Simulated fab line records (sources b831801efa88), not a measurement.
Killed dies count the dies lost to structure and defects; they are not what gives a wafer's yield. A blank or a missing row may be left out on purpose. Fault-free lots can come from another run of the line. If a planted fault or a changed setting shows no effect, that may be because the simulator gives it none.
Which tool did it? || flow gf180mcu || Sampling: 13 lots, 39 wafers, 5 of 602 route steps

== WHAT THE GAUGES SHOWED, per wafer ==
GF_STI_THK_MEAS_04. Usual: STI_CVD_03_THK typically reads 203.1 nm, with standard deviation 1.9.
{"lot": "L430", "measured": "day 1 14:38", "on": "film_metro-04", "STI_CVD_03_THK (nm)": "204.0 204.4 201.9", "flag": ""}
{"lot": "L431", "measured": "day 1 19:34", "on": "film_metro-02", "STI_CVD_03_THK (nm)": "201.9 202.1 200.8", "flag": ""}
{"lot": "L432", "measured": "day 1 23:36", "on": "film_metro-01", "STI_CVD_03_THK (nm)": "200.8 201.1 200.9", "flag": ""}
{"lot": "L434", "measured": "day 2 09:34", "on": "film_metro-01", "STI_CVD_03_THK (nm)": "204.0 204.0 205.0", "flag": ""}
{"lot": "L435", "measured": "day 2 14:34", "on": "film_metro-02", "STI_CVD_03_THK (nm)": "200.4 198.7 199.1", "flag": ""}
{"lot": "L437", "measured": "day 3 00:35", "on": "film_metro-04", "STI_CVD_03_THK (nm)": "205.2 206.5 205.2", "flag": ""}
{"lot": "L438", "measured": "day 3 05:34", "on": "film_metro-01", "STI_CVD_03_THK (nm)": "200.3 201.4 201.9", "flag": ""}
{"lot": "L439", "measured": "day 3 10:39", "on": "film_metro-04", "STI_CVD_03_THK (nm)": "204.8 206.4 205.0", "flag": ""}
{"lot": "L440", "measured": "day 3 15:58", "on": "film_metro-02", "STI_CVD_03_THK (nm)": "200.9 202.5 201.5", "flag": ""}
{"lot": "L441", "measured": "day 3 20:34", "on": "film_metro-01", "STI_CVD_03_THK (nm)": "202.0 203.3 204.1", "flag": ""}
{"lot": "L442", "measured": "day 4 03:40", "on": "film_metro-04", "STI_CVD_03_THK (nm)": "205.4 204.8 206.4", "flag": ""}
{"lot": "L445", "measured": "day 4 16:35", "on": "film_metro-02", "STI_CVD_03_THK (nm)": "203.2 202.2 201.5", "flag": ""}
{"lot": "L447", "measured": "day 5 02:42", "on": "film_metro-04", "STI_CVD_03_THK (nm)": "206.4 202.6 204.6", "flag": ""}

GF_PSD_CD_MEAS_07: the cd target is 400 nm. Usual: cd_nm 401.2 nm, standard deviation 2.5.
{"lot": "L430", "measured": "day 14 09:40", "on": "cd_sem-02", "cd_nm (nm)": "401.6 401.6 399.8", "flag": ""}
{"lot": "L431", "measured": "day 14 10:34", "on": "cd_sem-02", "cd_nm (nm)": "402.8 402.5 402.8", "flag": ""}
{"lot": "L432", "measured": "day 14 21:07", "on": "cd_sem-02", "cd_nm (nm)": "402.6 403.8 404.2", "flag": ""}
{"lot": "L434", "measured": "day 15 16:37", "on": "cd_sem-02", "cd_nm (nm)": "403.2 402.2 401.5", "flag": ""}
{"lot": "L435", "measured": "day 15 23:30", "on": "cd_sem-02", "cd_nm (nm)": "397.5 396.9 394.3", "flag": ""}
{"lot": "L437", "measured": "day 16 20:21", "on": "cd_sem-02", "cd_nm (nm)": "401.2 399.9 400.6", "flag": ""}
{"lot": "L438", "measured": "day 17 06:25", "on": "cd_sem-01", "cd_nm (nm)": "400.4 400.5 402.9", "flag": ""}
{"lot": "L439", "measured": "day 17 11:57", "on": "cd_sem-01", "cd_nm (nm)": "400.6 399.9 400.3", "flag": ""}
{"lot": "L440", "measured": "day 17 17:35", "on": "cd_sem-02", "cd_nm (nm)": "397.2 398.0 397.2", "flag": ""}
{"lot": "L441", "measured": "day 18 00:32", "on": "cd_sem-02", "cd_nm (nm)": "402.3 400.6 399.6", "flag": ""}
{"lot": "L442", "measured": "day 18 16:59", "on": "cd_sem-02", "cd_nm (nm)": "401.3 399.5 397.9", "flag": ""}
{"lot": "L445", "measured": "day 19 14:16", "on": "cd_sem-02", "cd_nm (nm)": "401.1 400.7 399.8", "flag": ""}
{"lot": "L447", "measured": "day 20 04:10", "on": "cd_sem-01", "cd_nm (nm)": "400.4 402.0 402.2", "flag": ""}

GF_SALICIDE_THK_MEAS_05: measures by xrf. Usual: SALICIDE_TIN_THK typically reads 19.86 nm, with standard deviation 0.25.
{"lot": "L430", "measured": "day 15 07:56", "on": "film_metro-01", "SALICIDE_TIN_THK (nm)": "19.69 19.81 19.72", "flag": ""}
{"lot": "L431", "measured": "day 15 08:41", "on": "film_metro-01", "SALICIDE_TIN_THK (nm)": "19.80 20.07 20.04", "flag": ""}
{"lot": "L432", "measured": "day 15 21:49", "on": "film_metro-04", "SALICIDE_TIN_THK (nm)": "19.82 19.88 20.04", "flag": ""}
{"lot": "L434", "measured": "day 16 16:23", "on": "film_metro-03", "SALICIDE_TIN_THK (nm)": "20.21 19.80 20.10", "flag": ""}
{"lot": "L435", "measured": "day 16 22:56", "on": "film_metro-04", "SALICIDE_TIN_THK (nm)": "20.03 20.22 20.10", "flag": ""}
{"lot": "L437", "measured": "day 17 20:38", "on": "film_metro-03", "SALICIDE_TIN_THK (nm)": "20.24 19.81 19.81", "flag": ""}
{"lot": "L438", "measured": "day 18 06:49", "on": "film_metro-04", "SALICIDE_TIN_THK (nm)": "19.78 19.78 20.05", "flag": ""}
{"lot": "L439", "measured": "day 18 12:45", "on": "film_metro-03", "SALICIDE_TIN_THK (nm)": "19.98 20.21 19.92", "flag": ""}
{"lot": "L440", "measured": "day 18 18:17", "on": "film_metro-03", "SALICIDE_TIN_THK (nm)": "20.19 19.83 20.13", "flag": ""}
{"lot": "L441", "measured": "day 19 02:13", "on": "film_metro-01", "SALICIDE_TIN_THK (nm)": "20.28 20.09 20.00", "flag": ""}
{"lot": "L442", "measured": "day 19 18:45", "on": "film_metro-04", "SALICIDE_TIN_THK (nm)": "19.80 19.64 19.69", "flag": ""}
{"lot": "L445", "measured": "day 20 15:55", "on": "film_metro-04", "SALICIDE_TIN_THK (nm)": "19.86 20.02 19.83", "flag": ""}
{"lot": "L447", "measured": "day 21 05:41", "on": "film_metro-01", "SALICIDE_TIN_THK (nm)": "20.04 20.04 19.87", "flag": ""}

== WHAT TOOL EACH LOT RAN ON (gives the tool, then ch and the chambers of the sampled wafers, and finally the start) ==
{"lot": "L430", "GF_VT_IMPLANT_COAT_35": "litho_track-04 ch 0, day 7 08:32", "GF_VT_IMPLANT_STRIP_42": "plasma_asher-02 ch 0,1, day 7 16:51"}
{"lot": "L431", "GF_VT_IMPLANT_COAT_35": "litho_track-02 ch 0, day 7 11:12", "GF_VT_IMPLANT_STRIP_42": "plasma_asher-03 ch 0,1, day 7 19:46"}
{"lot": "L432", "GF_VT_IMPLANT_COAT_35": "litho_track-01 ch 0, day 7 17:16", "GF_VT_IMPLANT_STRIP_42": "plasma_asher-02 ch 0,1, day 8 01:22"}
{"lot": "L434", "GF_VT_IMPLANT_COAT_35": "litho_track-02 ch 0, day 8 06:21", "GF_VT_IMPLANT_STRIP_42": "plasma_asher-03 ch 0,1, day 8 15:30"}
{"lot": "L435", "GF_VT_IMPLANT_COAT_35": "litho_track-04 ch 0, day 8 13:32", "GF_VT_IMPLANT_STRIP_42": "plasma_asher-01 ch 0,1, day 8 22:00"}
{"lot": "L437", "GF_VT_IMPLANT_COAT_35": "litho_track-02 ch 0, day 9 03:39", "GF_VT_IMPLANT_STRIP_42": "plasma_asher-02 ch 0,1, day 9 12:43"}
{"lot": "L438", "GF_VT_IMPLANT_COAT_35": "litho_track-02 ch 0, day 9 09:51", "GF_VT_IMPLANT_STRIP_42": "plasma_asher-03 ch 0,1, day 9 18:26"}
{"lot": "L439", "GF_VT_IMPLANT_COAT_35": "litho_track-04 ch 0, day 9 16:59", "GF_VT_IMPLANT_STRIP_42": "plasma_asher-02 ch 0,1, day 10 02:23"}
{"lot": "L440", "GF_VT_IMPLANT_COAT_35": "litho_track-04 ch 0, day 9 21:51", "GF_VT_IMPLANT_STRIP_42": "plasma_asher-01 ch 1, day 10 07:11"}
{"lot": "L441", "GF_VT_IMPLANT_COAT_35": "litho_track-04 ch 0, day 10 05:12", "GF_VT_IMPLANT_STRIP_42": "plasma_asher-02 ch 0,1, day 10 14:14"}
{"lot": "L442", "GF_VT_IMPLANT_COAT_35": "litho_track-04 ch 0, day 10 13:18", "GF_VT_IMPLANT_STRIP_42": "plasma_asher-03 ch 0,1, day 10 23:28"}
{"lot": "L445", "GF_VT_IMPLANT_COAT_35": "litho_track-04 ch 0, day 11 09:17", "GF_VT_IMPLANT_STRIP_42": "plasma_asher-01 ch 0,1, day 11 19:46"}
{"lot": "L447", "GF_VT_IMPLANT_COAT_35": "litho_track-04 ch 0, day 11 20:38", "GF_VT_IMPLANT_STRIP_42": "plasma_asher-03 ch 0,1, day 12 05:59"}
- GF_VT_IMPLANT_COAT_35: resist thk 1000 nm.
- GF_VT_IMPLANT_STRIP_42: strips in O2/N2.

== AS READ BY THE TOOLS THEMSELVES (means over the sampled wafers that have a number; for cases with no such wafer, the mark the record gives instead) ==
GF_VT_IMPLANT_COAT_35. Usual: spin_speed_rpm 2999.8 rpm, standard deviation 1.8.
{"lot": "L430", "tool": "litho_track-04", "spin_speed_rpm (rpm)": 3000.4, "flag": ""}
{"lot": "L431", "tool": "litho_track-02", "spin_speed_rpm (rpm)": 2998.9, "flag": ""}
{"lot": "L432", "tool": "litho_track-01", "spin_speed_rpm (rpm)": 3000.0, "flag": ""}
{"lot": "L434", "tool": "litho_track-02", "spin_speed_rpm (rpm)": 2998.7, "flag": ""}
{"lot": "L435", "tool": "litho_track-04", "spin_speed_rpm (rpm)": 3000.2, "flag": ""}
{"lot": "L437", "tool": "litho_track-02", "spin_speed_rpm (rpm)": 3000.2, "flag": ""}
{"lot": "L438", "tool": "litho_track-02", "spin_speed_rpm (rpm)": 2998.5, "flag": ""}
{"lot": "L439", "tool": "litho_track-04", "spin_speed_rpm (rpm)": 3000.1, "flag": ""}
{"lot": "L440", "tool": "litho_track-04", "spin_speed_rpm (rpm)": 2997.1, "flag": ""}
{"lot": "L441", "tool": "litho_track-04", "spin_speed_rpm (rpm)": 2999.0, "flag": ""}
{"lot": "L442", "tool": "litho_track-04", "spin_speed_rpm (rpm)": 3000.5, "flag": ""}
{"lot": "L445", "tool": "litho_track-04", "spin_speed_rpm (rpm)": 3000.0, "flag": ""}
{"lot": "L447", "tool": "litho_track-04", "spin_speed_rpm (rpm)": 2999.0, "flag": ""}

GF_VT_IMPLANT_STRIP_42. Usual: drypump_motor_current_A 5.5 A, standard deviation 0.43; heater_power_w 328 W, standard deviation 34; oes_product_au 0.716 a.u., standard deviation 0.0044; strip_time_to_endpoint_s 12.64 s, standard deviation 0.032.
{"lot": "L430", "tool": "plasma_asher-02", "drypump_motor_current_A (A)": 5.3, "heater_power_w (W)": 353, "oes_product_au (a.u.)": 0.711, "strip_time_to_endpoint_s (s)": 12.68, "flag": ""}
{"lot": "L431", "tool": "plasma_asher-03", "drypump_motor_current_A (A)": 5.1, "heater_power_w (W)": 305, "oes_product_au (a.u.)": 0.718, "strip_time_to_endpoint_s (s)": 12.63, "flag": ""}
{"lot": "L432", "tool": "plasma_asher-02", "drypump_motor_current_A (A)": 5.5, "heater_power_w (W)": 322, "oes_product_au (a.u.)": 0.716, "strip_time_to_endpoint_s (s)": 12.64, "flag": ""}
{"lot": "L434", "tool": "plasma_asher-03", "drypump_motor_current_A (A)": 5.4, "heater_power_w (W)": 309, "oes_product_au (a.u.)": 0.717, "strip_time_to_endpoint_s (s)": 12.65, "flag": ""}
{"lot": "L435", "tool": "plasma_asher-01", "drypump_motor_current_A (A)": 6.1, "heater_power_w (W)": 346, "oes_product_au (a.u.)": 0.713, "strip_time_to_endpoint_s (s)": 12.66, "flag": ""}
{"lot": "L437", "tool": "plasma_asher-02", "drypump_motor_current_A (A)": 5.5, "heater_power_w (W)": 327, "oes_product_au (a.u.)": 0.716, "strip_time_to_endpoint_s (s)": 12.60, "flag": ""}
{"lot": "L438", "tool": "plasma_asher-03", "drypump_motor_current_A (A)": 5.4, "heater_power_w (W)": 312, "oes_product_au (a.u.)": 0.716, "strip_time_to_endpoint_s (s)": 12.68, "flag": ""}
{"lot": "L439", "tool": "plasma_asher-02", "drypump_motor_current_A (A)": 5.5, "heater_power_w (W)": 326, "oes_product_au (a.u.)": 0.718, "strip_time_to_endpoint_s (s)": 12.63, "flag": ""}
{"lot": "L440", "tool": "plasma_asher-01", "drypump_motor_current_A (A)": 5.5, "heater_power_w (W)": 320, "oes_product_au (a.u.)": 0.714, "strip_time_to_endpoint_s (s)": 12.69, "flag": ""}
{"lot": "L441", "tool": "plasma_asher-02", "drypump_motor_current_A (A)": 5.5, "heater_power_w (W)": 326, "oes_product_au (a.u.)": 0.719, "strip_time_to_endpoint_s (s)": 12.67, "flag": ""}
{"lot": "L442", "tool": "plasma_asher-03", "drypump_motor_current_A (A)": 5.1, "heater_power_w (W)": 299, "oes_product_au (a.u.)": 0.715, "strip_time_to_endpoint_s (s)": 12.64, "flag": ""}
{"lot": "L445", "tool": "plasma_asher-01", "drypump_motor_current_A (A)": 6.1, "heater_power_w (W)": 341, "oes_product_au (a.u.)": 0.715, "strip_time_to_endpoint_s (s)": 12.82, "flag": "OFF"}
{"lot": "L447", "tool": "plasma_asher-03", "drypump_motor_current_A (A)": 5.4, "heater_power_w (W)": 314, "oes_product_au (a.u.)": 0.713, "strip_time_to_endpoint_s (s)": 12.81, "flag": "OFF"}

== THE ANSWER, worked out from the rows above alone ==
Rule: a lot counts as off when the mean over its wafers that have a number is more than 3 standard deviations away from the usual mean. Also off: a lot with no number at a reading for which 4 or more lots have one. Any other lot the step has rows for is counted as sound. The gauges are gone through in route order, then the tools' own readings, and for those a lot's mean is taken as printed above. At the first step where some lot is off, the reading lying furthest off is the one used; lots without a number count as furthest.
Off at GF_VT_IMPLANT_STRIP_42 (strip_time_to_endpoint_s): L445, L447.
A tool fits if, at that step or a process step before it, it ran every lot that is off, and no sound lot after the first of them. One fits: litho_track-04 at GF_VT_IMPLANT_COAT_35. Its last sound lot is L442 (day 10 13:18), its first lot that is off L445 (day 11 09:17): a fault that began between those two fits.

== WHAT THE SIMULATOR PUT IN ==
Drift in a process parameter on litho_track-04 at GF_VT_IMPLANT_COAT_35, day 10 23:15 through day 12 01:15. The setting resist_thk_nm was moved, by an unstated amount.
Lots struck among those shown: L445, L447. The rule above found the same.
